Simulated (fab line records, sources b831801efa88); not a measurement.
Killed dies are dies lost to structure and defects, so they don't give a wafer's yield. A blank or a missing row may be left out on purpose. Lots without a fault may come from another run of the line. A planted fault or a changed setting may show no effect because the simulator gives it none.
fab line records | flow sfq_line
record lots=14 wafers=42 last_day=91
route steps=325 shown L0@12 L0V@20 M2@89 I2@105 M3@128
lots that met no fault: from a run of the same line without faults
start_h: hours from the record's first day to the start of the lot's first wafer shown | wait_h: hours since the lot's step before | " the same as in the row above | L1.1+2: a row that stands for several wafers | - no value, or no start given | * or withheld: withheld | < > ~ a bound
route shown NAME@n: a module of which the file shows steps, and the number in the route of the first | usual: mean/standard deviation of fault-free wafers | same: alike in all rows | chamber/n: place in a boat | sites: the reading at each site | _std_site: their standard deviation | _edge_site: outer sites' mean less inner sites' | radius_mm: how far each site lies from the wafer's centre | mask NAME#n: copy n | behind: the tool/chamber that last shaped the wafer | hold: why the lot was held/for how many hours/how that ended | device: the transistor (n, p or np) that didn't switch | end of line: the same wafers' tests at the end of the route | a step without rows: its recipe alone | killed: dies lost to structure and defects at the first sort, not the wafer's yield | map: a wafer's dies, x killed, . not, _ none there
set.NAME: the setting as run; set.NAME@STEP: as run at that earlier step | model.NAME: the simulator's own value behind a step, which no gauge read
steps of the route over a sample of lots; a table a step, a row a wafer
services: from which hour (start_h, from the record's first day; less than 0 if before it) a tool's chamber was out of use, for how many hours, and why
## steps
# step SFQ_TRILAYER_L0_BARC_OPEN_METAL_ETCH_010
# recipe mask_material=PR chemistry=O2 target_depth_nm=125 target=BARC icp_w=600 bias_w=80 pressure_mtorr=10 time_s=41.7
# usual bias_w=80.01/0.24 chamber_pressure_mTorr=10.000/0.0097 drypump_motor_current_A=5.3/0.49 oes_product_au=0.685/0.0047
# columns lot.wafer tool chamber start_h wait_h bias_w chamber_pressure_mTorr drypump_motor_current_A oes_product_au rf_hours_counter_h
L205.2 rie_metal-02 1 34.48 0.1 80.15 9.990 4.8 0.686 52
L205.4 " 1 " " 80.25 9.996 4.8 0.673 -
L205.5 " 0 " " 80.21 9.990 5.7 0.687 -
L206.1 rie_metal-02 1 36.88 0.1 79.87 9.983 4.9 0.687 53
L206.2 " 0 " " 79.93 10.004 5.7 0.689 151
L206.3 " 1 " " 80.19 9.998 4.8 0.687 -
L207.1 rie_metal-03 1 38.08 0.1 79.65 10.001 6.2 0.691 17
L207.2 " 0 " " 80.47 9.994 5.0 0.687 63
L207.3 " 0 " " 80.04 10.000 4.9 0.685 -
L208.1 rie_metal-03 1 40.48 0.1 80.27 10.006 6.2 0.684 17
L208.4 " 0 " " 79.53 10.006 4.9 0.675 -
L208.5 " 0 " " 80.20 9.993 5.0 0.677 -
L211.2 rie_metal-02 0 45.28 0.1 - - - - -
L211.4 " 1 " " - - - - -
L211.5 " 1 " " - - - - -
L212.2 rie_metal-02 1 63.40 0.1 - - - - -
L212.4 " 1 " " - - - - -
L212.5 " 1 " " - - - - -
L221.2 rie_metal-02 0 143.90 0.1 79.96 10.011 5.7 0.684 172
L221.4 " 0 " " 80.55 9.992 5.7 0.685 -
L221.6 " 0 " " 80.29 10.010 5.7 0.680 -
L222.2 rie_metal-02 0 151.20 0.1 80.23 10.003 5.7 0.688 173
L222.3 " 1 " " 80.38 9.996 4.8 0.682 -
L222.4 " 0 " " 80.17 9.992 5.7 0.690 -
L223.2 rie_metal-03 0 160.70 0.1 80.04 10.022 4.9 0.690 90
L223.4 " 0 " " 80.20 10.005 4.9 0.685 -
L223.6 " 1 " " 80.12 9.994 6.2 0.685 -
L224.3 rie_metal-02 0 172.72 0.1 80.07 10.001 5.7 0.674 -
L224.5 " 0 " " 80.06 10.014 5.7 0.691 -
L224.6 " 1 " " 79.44 9.989 4.8 0.690 -
L225.2 rie_metal-03 1 182.43 0.1 79.72 9.988 6.2 0.684 31
L225.5 " 0 " " 79.54 9.993 5.0 0.681 -
L225.6 " 1 " " 80.30 10.001 6.2 0.681 -
L226.1 rie_metal-03 0 192.03 0.1 79.63 9.997 4.9 0.690 93
L226.2 " 1 " " 79.91 9.989 6.3 0.689 32
L226.5 " 0 " " 80.05 9.991 5.0 0.689 -
L227.2 rie_metal-04 0 201.63 0.1 79.74 10.001 5.4 0.682 169
L227.3 " 0 " " 79.99 10.005 5.4 0.687 -
L227.5 " 0 " " 79.72 9.997 5.4 0.684 -
L228.1 rie_metal-03 1 213.63 0.1 80.28 10.007 6.2 0.694 35
L228.5 " 0 " " 79.92 10.004 5.0 0.687 -
L228.6 " 1 " " 80.29 10.017 6.2 0.686 -
# step SFQ_TRILAYER_L0_ETCH_METAL_ETCH_008
# recipe target=MoNx_KI stop_on=SiO2 mask_material=PR chemistry=SF6/O2 target_depth_nm=50 icp_w=600 bias_w=80 pressure_mtorr=10 time_s=25
# usual bias_w=80.01/0.22 chamber_pressure_mTorr=10.000/0.009 drypump_motor_current_A=5.3/0.49 oes_product_au=0.875/0.0078
# columns lot.wafer tool chamber start_h wait_h bias_w chamber_pressure_mTorr drypump_motor_current_A oes_product_au rf_hours_counter_h
L205.2 rie_metal-02 1 34.54 0.0 79.84 10.001 4.9 0.872 52
L205.4 " 1 " " 80.34 9.996 4.9 0.874 -
L205.5 " 0 " " 79.65 10.001 5.7 0.880 -
L206.1 rie_metal-02 1 36.94 0.0 80.11 9.995 4.9 0.880 53
L206.2 " 0 " " 80.00 10.000 5.7 0.870 151
L206.3 " 1 " " 79.83 9.997 4.9 0.867 -
L207.1 rie_metal-03 1 38.14 0.0 79.58 10.008 6.3 0.864 17
L207.2 " 0 " " 80.22 9.986 4.9 0.875 63
L207.3 " 0 " " 80.27 10.020 5.0 0.880 -
L208.1 rie_metal-03 1 40.54 0.0 80.28 10.004 6.2 0.892 17
L208.4 " 0 " " 79.86 10.008 5.0 0.886 -
L208.5 " 0 " " 79.65 10.002 5.0 0.878 -
L211.2 rie_metal-02 0 45.34 0.0 79.94 9.992 5.7 0.375 152
L211.4 " 1 " " 79.90 9.998 4.8 0.375 -
L211.5 " 1 " " 80.07 10.013 4.8 0.375 -
L212.2 rie_metal-02 1 63.46 0.0 79.99 10.000 4.8 0.375 58
L212.4 " 1 " " 80.06 9.995 4.8 0.377 -
L212.5 " 1 " " 80.06 10.021 4.8 0.380 -
L221.2 rie_metal-02 0 143.96 0.0 80.21 9.999 5.7 0.878 172
L221.4 " 0 " " 80.07 10.006 5.7 0.869 -
L221.6 " 0 " " 80.36 10.000 5.7 0.864 -
L222.2 rie_metal-02 0 151.26 0.0 80.22 9.998 5.7 0.885 173
L222.3 " 1 " " 80.17 9.999 4.8 0.882 -
L222.4 " 0 " " 79.90 10.004 5.7 0.870 -
L223.2 rie_metal-03 0 160.76 0.0 80.02 9.993 4.9 0.882 90
L223.4 " 0 " " 80.24 10.008 5.0 0.880 -
L223.6 " 1 " " 80.13 10.006 6.2 0.880 -
L224.3 rie_metal-02 0 172.78 0.0 79.96 10.013 5.7 0.876 -
L224.5 " 0 " " 80.05 9.998 5.7 0.870 -
L224.6 " 1 " " 80.01 9.992 4.8 0.865 -
L225.2 rie_metal-03 1 182.49 0.0 80.42 10.011 6.2 0.882 31
L225.5 " 0 " " 80.10 10.001 5.0 0.895 -
L225.6 " 1 " " 80.06 9.997 6.2 0.882 -
L226.1 rie_metal-03 0 192.09 0.0 80.02 10.019 5.0 0.883 93
L226.2 " 1 " " 80.59 10.001 6.3 0.890 32
L226.5 " 0 " " 79.93 10.006 5.0 0.871 -
L227.2 rie_metal-04 0 201.69 0.0 80.45 10.009 5.4 0.863 169
L227.3 " 0 " " 79.98 10.005 5.4 0.863 -
L227.5 " 0 " " 80.14 10.013 5.4 0.863 -
L228.1 rie_metal-03 1 213.69 0.0 79.94 10.009 6.2 0.880 35
L228.5 " 0 " " 80.19 9.997 4.9 0.876 -
L228.6 " 1 " " 80.02 10.005 6.2 0.885 -
# step SFQ_TRILAYER_L0_VIA_LITHO_EXPOSE_014
# recipe mask_id=L0V na=0.6 source_shape=conventional sigma_outer=0.65 target_cd_nm=700 dose_mj=21.3
# usual exposure_dose_mJ_cm2=21.299/0.021 focus_offset_nm=-0.1/0.53
# columns lot.wafer tool chamber start_h wait_h mask exposure_dose_mJ_cm2 focus_offset_nm
L205.2 krf_scanner-02 0 99.40 - L0V#0 21.316 -1.0
L205.4 " 0 " " L0V#0 21.316 -0.8
L205.5 " 0 " " L0V#0 21.328 -0.5
L206.1 krf_scanner-02 0 101.60 - L0V#0 21.318 -0.5
L206.2 " 0 " " L0V#0 21.292 1.1
L206.3 " 0 " " L0V#0 21.303 0.4
L207.1 krf_scanner-02 0 104.00 - L0V#0 21.302 -0.2
L207.2 " 0 " " L0V#0 21.276 0.2
L207.3 " 0 " " L0V#0 21.292 0.0
L208.1 krf_scanner-02 0 107.60 - L0V#0 21.279 0.1
L208.4 " 0 " " L0V#0 21.298 0.1
L208.5 " 0 " " L0V#0 21.279 -0.2
L211.2 krf_scanner-02 - 115.00 - L0V#0 - -
L211.4 " - " " L0V#0 - -
L211.5 " - " " L0V#0 - -
L212.2 krf_scanner-01 - 122.40 - L0V#0 - -
L212.4 " - " " L0V#0 - -
L212.5 " - " " L0V#0 - -
L221.2 krf_scanner-01 0 248.28 - L0V#0 21.291 0.5
L221.4 " 0 " " L0V#0 21.338 0.2
L221.6 " 0 " " L0V#0 21.310 0.2
L222.2 krf_scanner-01 0 254.28 - L0V#0 21.317 -0.4
L222.3 " 0 " " L0V#0 21.308 -0.3
L222.4 " 0 " " L0V#0 21.295 0.7
L223.2 krf_scanner-01 0 265.08 - L0V#0 21.327 0.1
L223.4 " 0 " " L0V#0 21.349 -0.7
L223.6 " 0 " " L0V#0 21.330 -0.2
L224.3 krf_scanner-01 0 278.48 - L0V#0 21.265 -0.8
L224.5 " 0 " " L0V#0 21.311 -0.5
L224.6 " 0 " " L0V#0 21.266 -0.8
L225.2 krf_scanner-01 0 287.88 - L0V#0 21.267 0.7
L225.5 " 0 " " L0V#0 21.283 0.9
L225.6 " 0 " " L0V#0 21.266 0.3
L226.1 krf_scanner-02 0 300.59 - L0V#0 21.268 0.0
L226.2 " 0 " " L0V#0 21.285 0.2
L226.5 " 0 " " L0V#0 21.300 0.5
L227.2 krf_scanner-02 0 307.99 - L0V#0 21.262 -0.3
L227.3 " 0 " " L0V#0 21.301 -0.2
L227.5 " 0 " " L0V#0 21.279 0.0
L228.1 krf_scanner-01 0 320.85 - L0V#0 21.256 -0.4
L228.5 " 0 " " L0V#0 21.284 -0.3
L228.6 " 0 " " L0V#0 21.312 -0.7
# step SFQ_TRILAYER_L0_VIA_ETCH_VIA_ETCH_016
# recipe target=SiO2 stop_on=MoNx_KI mask_material=PR chemistry=CHF3 target_depth_nm=80 source_w=500 bias_w=80 pressure_mtorr=30 time_s=withheld
# usual bias_w=80.02/0.26 chamber_pressure_mTorr=30.003/0.027 drypump_motor_current_A=5.8/0.43 oes_product_au=0.842/0.0077
# columns lot.wafer tool chamber start_h wait_h bias_w chamber_pressure_mTorr drypump_motor_current_A oes_product_au
L205.2 rie_diel-02 1 100.78 0.0 79.64 30.013 5.7 0.836
L205.4 " 2 " " 79.61 30.015 6.5 0.832
L205.5 " 0 " " 79.71 30.016 5.0 0.842
L206.1 rie_diel-03 2 103.18 0.0 80.32 29.981 5.4 0.843
L206.2 " 3 " " 80.32 29.969 5.8 0.829
L206.3 " 0 " " 79.77 30.040 6.4 0.849
L207.1 rie_diel-04 0 105.58 0.0 80.02 30.056 6.0 0.840
L207.2 " 3 " " 79.97 29.989 5.4 0.837
L207.3 " 1 " " 80.04 29.986 6.0 0.856
L208.1 rie_diel-04 1 109.18 0.0 80.05 30.015 5.9 0.835
L208.4 " 2 " " 80.08 29.996 6.0 0.842
L208.5 " 1 " " 80.21 29.989 5.9 0.852
L211.2 rie_diel-04 3 116.38 0.0 79.96 29.979 5.3 0.375
L211.4 " 0 " " 79.78 30.028 6.0 0.372
L211.5 " 3 " " 79.95 30.012 5.3 0.379
L212.2 rie_diel-03 0 123.78 0.0 79.87 29.985 6.5 0.366
L212.4 " 2 " " 79.82 29.991 5.4 0.375
L212.5 " 2 " " 79.66 30.022 5.4 0.380
L221.2 rie_diel-03 0 249.68 0.0 80.35 29.987 6.4 0.837
L221.4 " 1 " " 79.89 30.029 6.0 0.841
L221.6 " 0 " " 80.32 29.991 6.4 0.850
L222.2 rie_diel-03 1 255.66 0.0 79.37 29.989 6.0 0.851
L222.3 " 0 " " 79.79 30.009 6.4 0.841
L222.4 " 3 " " 79.97 30.003 5.8 0.848
L223.2 rie_diel-03 1 266.46 0.0 80.35 30.000 6.0 0.837
L223.4 " 3 " " 80.08 29.995 5.8 0.842
L223.6 " 1 " " 80.35 29.997 6.0 0.838
L224.3 rie_diel-04 0 279.66 0.0 80.05 30.000 6.0 0.842
L224.5 " 2 " " 80.46 30.009 6.0 0.842
L224.6 " 3 " " 80.07 30.023 5.4 0.840
L225.2 rie_diel-02 2 289.39 0.0 80.48 30.043 6.5 0.841
L225.5 " 0 " " 79.97 30.008 5.1 0.852
L225.6 " 3 " " 79.63 30.077 6.0 0.833
L226.1 rie_diel-04 2 302.17 0.0 80.08 30.012 6.0 0.830
L226.2 " 0 " " 80.51 30.028 6.0 0.833
L226.5 " 2 " " 79.76 30.030 6.0 0.848
L227.2 rie_diel-04 2 309.37 0.0 79.77 30.029 6.0 0.829
L227.3 " 0 " " 80.24 29.978 6.0 0.843
L227.5 " 1 " " 80.36 29.981 6.0 0.852
L228.1 rie_diel-02 0 322.43 0.0 79.76 29.968 5.1 0.837
L228.5 " 2 " " 79.69 30.009 6.5 0.846
L228.6 " 0 " " 79.82 29.980 5.1 0.838
# step SFQ_TRILAYER_M2_DEP_SPUTTER_055
# recipe material=Nb base_pressure_pa=1.33e-06 chamber_pressure_pa=0.1333 substrate_temp_c=20 resputter_cathode_voltage_v=400 target_thk_nm=200 power_w=2000 time_s=133.3
# usual base_pressure_pa=1.32e-06/9e-08 throttle_valve_pct=29.9/1.1
# columns lot.wafer tool chamber start_h wait_h base_pressure_pa throttle_valve_pct
L205.2 pvd_sputter-04 - 547.31 0.0 1.22e-06 30.5
L205.4 " - " " 1.52e-06 31.5
L205.5 " - " " 1.19e-06 31.5
L206.1 pvd_sputter-06 - 553.29 0.0 1.28e-06 30.9
L206.2 " - " " 1.32e-06 31.1
L206.3 " - " " 1.35e-06 28.6
L207.1 pvd_sputter-06 - 562.89 0.0 1.45e-06 31.2
L207.2 " - " " 1.33e-06 28.8
L207.3 " - " " 1.2e-06 30.9
L208.1 pvd_sputter-06 - 573.69 0.0 1.29e-06 28.6
L208.4 " - " " 1.35e-06 30.7
L208.5 " - " " 1.37e-06 28.5
L211.2 pvd_sputter-06 - 598.89 0.0 1.35e-06 28.8
L211.4 " - " " 1.3e-06 31.1
L211.5 " - " " 1.32e-06 31.2
L212.2 pvd_sputter-06 - 615.69 0.0 1.39e-06 28.5
L212.4 " - " " 1.46e-06 30.8
L212.5 " - " " 1.25e-06 28.7
L221.2 pvd_sputter-03 - 714.80 0.0 1.26e-06 28.8
L221.4 " - " " 1.3e-06 30.7
L221.6 " - " " 1.36e-06 28.6
L222.2 pvd_sputter-04 - 717.20 0.0 1.4e-06 30.5
L222.3 " - " " 1.36e-06 31.4
L222.4 " - " " 1.53e-06 30.2
L223.2 pvd_sputter-06 - 719.60 0.0 1.4e-06 28.7
L223.4 " - " " 1.23e-06 30.9
L223.6 " - " " 1.46e-06 28.4
L224.3 pvd_sputter-03 - 723.20 0.0 1.27e-06 29.8
L224.5 " - " " 1.37e-06 28.3
L224.6 " - " " 1.4e-06 30.1
L225.2 pvd_sputter-06 - 724.40 0.0 1.16e-06 31.0
L225.5 " - " " 1.05e-06 31.1
L225.6 " - " " 1.55e-06 30.7
L226.1 pvd_sputter-04 - 728.00 0.0 1.3e-06 31.9
L226.2 " - " " 1.25e-06 30.4
L226.5 " - " " 1.26e-06 31.3
L227.2 pvd_sputter-03 - 730.38 0.0 1.33e-06 28.6
L227.3 " - " " 1.13e-06 30.7
L227.5 " - " " 1.31e-06 28.3
L228.1 pvd_sputter-04 - 791.75 0.0 1.23e-06 31.6
L228.5 " - " " 1.37e-06 29.8
L228.6 " - " " 1.24e-06 30.5
# step SFQ_I2_BOW_MEAS_917
# recipe mode=bow
# usual I2_BOW=2/9.2
# columns lot.wafer tool chamber start_h wait_h I2_BOW[um]
L205.2 film_metro-03 - 713.04 2.0 19
L205.4 " - " " 12
L205.5 " - " " 20
L206.1 film_metro-03 - 719.08 2.0 -20
L206.2 " - " " -14
L206.3 " - " " 3
L207.1 film_metro-04 - 729.47 2.0 -2
L207.2 " - " " -4
L207.3 " - " " -8
L208.1 film_metro-04 - 738.30 2.0 3
L208.4 " - " " -9
L208.5 " - " " 12
L211.2 film_metro-03 - 774.78 2.0 3
L211.4 " - " " 14
L211.5 " - " " -10
L212.2 film_metro-03 - 785.81 1.5 -9
L212.4 " - " " 10
L212.5 " - " " -8
L221.2 film_metro-03 - 880.29 1.5 -3
L221.4 " - " " -2
L221.6 " - " " 12
L222.2 film_metro-03 - 885.17 1.5 -6
L222.3 " - " " -5
L222.4 " - " " -5
L223.2 film_metro-02 - 888.17 2.5 13
L223.4 " - " " 11
L223.6 " - " " 12
L224.3 film_metro-02 - 891.13 2.5 21
L224.5 " - " " 4
L224.6 " - " " 17
L225.2 film_metro-03 - 894.11 2.0 3
L225.5 " - " " 0
L225.6 " - " " 1
L226.1 film_metro-02 - 897.15 2.0 4
L226.2 " - " " -6
L226.5 " - " " -1
L227.2 film_metro-03 - 900.11 1.5 -11
L227.3 " - " " -13
L227.5 " - " " -12
L228.1 film_metro-04 - 948.15 2.5 -8
L228.5 " - " " -6
L228.6 " - " " -5
# step SFQ_M3_OVL_MEAS_921
# usual M3_OVL=1/4.8
# columns lot.wafer tool chamber start_h wait_h M3_OVL[nm]
L205.2 overlay-02 - 866.83 0.1 3
L205.4 " - " " 8
L205.5 " - " " 7
L206.1 overlay-01 - 869.71 0.1 -1
L206.2 " - " " 0
L206.3 " - " " -4
L207.1 overlay-02 - 879.04 0.1 0
L207.2 " - " " 0
L207.3 " - " " -4
L208.1 overlay-01 - 882.91 0.1 9
L208.4 " - " " 1
L208.5 " - " " 1
L211.2 overlay-02 - 914.13 0.1 -
L211.4 " - " " -
L211.5 " - " " -
L212.2 overlay-01 - 923.72 0.1 -
L212.4 " - " " -
L212.5 " - " " -
L221.2 overlay-01 - 1011.88 0.1 9
L221.4 " - " " 7
L221.6 " - " " 3
L222.2 overlay-01 - 1015.48 0.1 3
L222.3 " - " " 8
L222.4 " - " " 0
L223.2 overlay-01 - 1019.10 0.1 7
L223.4 " - " " 9
L223.6 " - " " 4
L224.3 overlay-01 - 1020.30 0.1 -4
L224.5 " - " " -1
L224.6 " - " " 2
L225.2 overlay-01 - 1023.90 0.1 1
L225.5 " - " " -3
L225.6 " - " " 1
L226.1 overlay-02 - 1031.32 0.1 10
L226.2 " - " " 11
L226.5 " - " " 14
L227.2 overlay-01 - 1036.13 0.1 -2
L227.3 " - " " 4
L227.5 " - " " 1
L228.1 overlay-01 - 1072.12 0.1 -4
L228.5 " - " " 0
L228.6 " - " " -2
## services
# columns tool chamber start_h hours kind
krf_scanner-01 - 63.10 1.3 pm
krf_scanner-01 - 78.05 0.2 repair
rie_metal-03 1 82.82 49.6 repair
rie_metal-02 - 93.27 1.0 repair
krf_scanner-02 - 120.80 1.0 pm
krf_scanner-02 - 126.60 0.8 pm
krf_scanner-01 - 135.40 1.0 pm
krf_scanner-02 - 143.48 1.3 pm
rie_metal-02 - 150.44 0.4 repair
rie_metal-02 - 167.36 0.7 repair
krf_scanner-01 - 176.00 0.8 pm
krf_scanner-01 - 180.40 1.5 repair
krf_scanner-01 - 201.88 0.4 repair
rie_metal-03 1 221.69 64.5 repair
krf_scanner-01 - 237.82 1.3 pm
krf_scanner-02 - 246.76 34.9 repair
krf_scanner-02 - 289.24 1.0 pm
krf_scanner-01 - 291.28 4.0 pm
krf_scanner-02 - 296.24 0.8 pm
krf_scanner-01 - 304.90 1.0 pm
rie_metal-02 0 384.84 5.2 repair
rie_metal-03 0 510.16 6.1 repair
rie_metal-02 0 635.68 17.1 repair
rie_metal-02 1 647.96 6.1 repair
## key
first_sign step=SFQ_TRILAYER_L0_BARC_OPEN_METAL_ETCH_010 reading=tool_record direction=missing
effect step=SFQ_TRILAYER_L0_ETCH_METAL_ETCH_008 reading=oes_product_au direction=down sigmas=64 usual=0.875 struck=0.376
effect step=SFQ_TRILAYER_L0_VIA_LITHO_EXPOSE_014 reading=tool_record direction=missing
effect step=SFQ_TRILAYER_L0_VIA_ETCH_VIA_ETCH_016 reading=oes_product_au direction=down sigmas=61 usual=0.842 struck=0.374
met_at SFQ_TRILAYER_L0_BARC_OPEN_METAL_ETCH_010
struck_lots L211,L212
not_acting_at SFQ_TRILAYER_M2_DEP_SPUTTER_055,SFQ_I2_BOW_MEAS_917,SFQ_M3_OVL_MEAS_921
onset_between 36.88 45.28
fault kind=skipped_step_whole tool=rie_metal-02 chamber=- onset_h=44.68 steps=SFQ_TRILAYER_L0_BARC_OPEN_METAL_ETCH_010 scope=struck_lots_only
